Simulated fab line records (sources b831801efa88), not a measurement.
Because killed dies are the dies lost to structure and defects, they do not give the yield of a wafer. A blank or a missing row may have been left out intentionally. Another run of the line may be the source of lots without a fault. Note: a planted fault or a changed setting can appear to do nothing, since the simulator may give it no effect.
Matching of chambers + flow sky130 + rie-diel-01 running SKY_VIA2_ETCH_15: 4 sister chambers
The step etches SiO2 in C4F8/O2/Ar, stops on TiN, target depth 546 nm, time 84 s. 16 wafers are shown with their chamber, then 8 later ones without.

## WAFERS, EACH WITH ITS CHAMBER
| wafer  | chamber | bias-w (W) | chamber-pressure-mTorr (mTorr) | oes-product-au (a.u.) |
|--------|---------|------------|--------------------------------|-----------------------|
| L075.2 | 3       | 1198       | 40.02                          | 0.931                 |
| L075.3 | 2       | 1200       | 40.02                          | 0.937                 |
| L075.5 | 2       | 1203       | 39.99                          | 0.936                 |
| L076.3 | 0       | 1202       | 39.98                          | 0.946                 |
| L076.4 | 2       | 1204       | 39.99                          | 0.929                 |
| L076.6 | 3       | 1203       | 39.99                          | 0.942                 |
| L078.1 | 0       | 1202       | 40.04                          | 0.934                 |
| L078.2 | 1       | 1201       | 40.00                          | 0.941                 |
| L078.3 | 3       | 1202       | 39.96                          | 0.942                 |
| L079.3 | 1       | 1196       | 39.95                          | 0.950                 |
| L079.4 | 3       | 1203       | 39.98                          | 0.938                 |
| L079.5 | 3       | 1199       | 39.90                          | 0.928                 |
| L083.1 | 1       | 1196       | 39.94                          | 0.936                 |
| L083.4 | 3       | 1205       | 39.99                          | 0.935                 |
| L083.5 | 1       | 1192       | 39.96                          | 0.936                 |
| L085.1 | 3       | 1195       | 39.98                          | 0.938                 |

SIGNATURES (averages over the wafers above)
| reading                | chamber 0 | chamber 1 | chamber 2 | chamber 3 | scatter within a chamber |
|------------------------|-----------|-----------|-----------|-----------|--------------------------|
| bias-w                 | 1202.00   | 1196.25   | 1202.33   | 1200.71   | 3.2                      |
| chamber-pressure-mTorr | 40.0100   | 39.9625   | 40.0000   | 39.9743   | 0.0327                   |
| oes-product-au         | 0.94000   | 0.94075   | 0.93400   | 0.93629   | 0.00585                  |
Rule: distance of a wafer from a chamber = root of the sum over the readings of ((wafer's reading minus chamber's mean) / reading's scatter) squared. If the next closest chamber is less than 2 further off than the closest, the wafer can't be placed; otherwise it belongs to the closest. How the scatter is found: for the shown wafers, subtract from each reading the mean of its chamber, square and add these, divide the total by (wafers less chambers), then take the root.

## WAFERS MISSING THEIR CHAMBER
| wafer  | bias-w (W) | chamber-pressure-mTorr (mTorr) | oes-product-au (a.u.) |
|--------|------------|--------------------------------|-----------------------|
| L085.2 | 1202       | 39.99                          | 0.940                 |
| L085.4 | 1197       | 39.99                          | 0.945                 |
| L087.1 | 1198       | 40.06                          | 0.943                 |
| L087.3 | 1198       | 40.01                          | 0.939                 |
| L087.6 | 1202       | 40.05                          | 0.952                 |
| L090.1 | 1199       | 39.96                          | 0.941                 |
| L090.5 | 1198       | 40.03                          | 0.933                 |
| L090.6 | 1203       | 40.00                          | 0.940                 |

## WHICH CHAMBER EACH WENT THROUGH
| wafer  | from the rows above               | in truth |
|--------|-----------------------------------|----------|
| L085.2 | can't be placed: 0 or 3 or 2 or 1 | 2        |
| L085.4 | can't be placed: 1 or 0 or 3 or 2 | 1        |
| L087.1 | can't be placed: 0 or 2 or 3 or 1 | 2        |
| L087.3 | can't be placed: 0 or 3 or 1 or 2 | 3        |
| L087.6 | can't be placed: 0 or 2 or 3 or 1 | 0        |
| L090.1 | can't be placed: 1 or 3 or 0 or 2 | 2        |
| L090.5 | can't be placed: 2 or 0 or 3 or 1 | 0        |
| L090.6 | can't be placed: 0 or 2 or 3 or 1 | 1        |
Placed correctly: 0 of 8. Unplaceable from these rows: 8, with the true chamber sitting among the candidates in 8. 0 placed wrongly.
